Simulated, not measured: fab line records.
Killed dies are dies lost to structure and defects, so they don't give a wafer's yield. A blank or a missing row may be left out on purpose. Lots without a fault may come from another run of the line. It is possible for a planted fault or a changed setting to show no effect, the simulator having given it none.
The tool behind it: which one? -- flow gf180mcu -- 33 wafers from 11 lots sampled at 3 of the route's 602 steps

== WHAT THE GAUGES READ, wafer by wafer ==
GF_VT_IMPLANT_TW_MEAS_43.
lot,measured,on,VT_IMPLANT_4_TW
L341,day 7 13:20,film-metro-03,695 705 697
L343,day 8 03:07,film-metro-03,698 701 702
L347,day 9 04:02,film-metro-03,703 700 702
L349,day 9 16:50,film-metro-03,700 702 708
L351,day 10 06:28,film-metro-02,683 683 687
L352,day 10 10:48,film-metro-03,694 701 697
L353,day 10 20:11,film-metro-04,688 683 685
L354,day 11 02:39,film-metro-03,705 702 709
L357,day 12 00:22,film-metro-02,684 685 687
L361,day 12 23:49,film-metro-02,30 30 30 30 30 30
L364,day 13 16:10,film-metro-03,701 706 705

== WHICH TOOL RAN EACH LOT (tool, then ch and the chambers of the sampled wafers, then the start) ==
lot,GF_VT_IMPLANT_STRIP_31,GF_VT_IMPLANT_STRIP_42
L341,"plasma-asher-03 ch 0,1, day 6 21:00","plasma-asher-03 ch 0,1, day 7 13:16"
L343,"plasma-asher-01 ch 0,1, day 7 11:04","plasma-asher-03 ch 0,1, day 8 03:01"
L347,"plasma-asher-03 ch 0,1, day 8 11:57","plasma-asher-03 ch 0,1, day 9 03:58"
L349,"plasma-asher-03 ch 0,1, day 8 23:52","plasma-asher-03 ch 0,1, day 9 16:44"
L351,"plasma-asher-03 ch 0,1, day 9 13:58","plasma-asher-01 ch 0,1, day 10 06:22"
L352,"plasma-asher-03 ch 0, day 9 18:08","plasma-asher-03 ch 1, day 10 10:41"
L353,"plasma-asher-03 ch 0,1, day 10 03:31","plasma-asher-02 ch 0,1, day 10 20:05"
L354,"plasma-asher-03 ch 0,1, day 10 09:19","plasma-asher-01 ch 0,1, day 11 02:33"
L357,"plasma-asher-01 ch 0,1, day 11 05:18","plasma-asher-02 ch 0,1, day 12 00:16"
L361,"plasma-asher-03 ch 0,1, day 12 05:04","plasma-asher-02 ch 0,1, day 12 23:43"
L364,"plasma-asher-01 ch 0,1, day 12 20:49","plasma-asher-02 ch 0,1, day 13 16:04"
- GF_VT_IMPLANT_STRIP_31: strips in O2/N2.
- GF_VT_IMPLANT_STRIP_42: strips in O2/N2.

== THE ANSWER, worked out from the rows above alone ==
Rule: what is usual is taken from the lots themselves. The widest of any qualifying gaps counts: lots, ordered by their means at a reading, are off when they make up no more than a third of the lots, leave a main group of 4 or more, and stand apart from it by 3 or more times the standard deviation of that group's means. If all means in a main group match to the digits the tables above print for the reading, that group is not used. Also off: a lot with no number at a reading for which 4 or more lots have one. Any other lot the step has rows for is counted as sound.
Off: at GF_VT_IMPLANT_TW_MEAS_43 (VT_IMPLANT_4_TW), L361. For the main group the mean is 697 and the standard deviation 7.9.
If a tool, at a process step before that reading, ran all the lots that are off and no sound lot after the first of them, it fits. Gauges at GF_VT_IMPLANT_TW_MEAS_43: tried the same way as those tools. This does not decide it: 2 tools fit, namely plasma-asher-03 at GF_VT_IMPLANT_STRIP_31 and film-metro-02 at GF_VT_IMPLANT_TW_MEAS_43.

== WHAT HAD BEEN PUT IN BY THE SIMULATOR ==
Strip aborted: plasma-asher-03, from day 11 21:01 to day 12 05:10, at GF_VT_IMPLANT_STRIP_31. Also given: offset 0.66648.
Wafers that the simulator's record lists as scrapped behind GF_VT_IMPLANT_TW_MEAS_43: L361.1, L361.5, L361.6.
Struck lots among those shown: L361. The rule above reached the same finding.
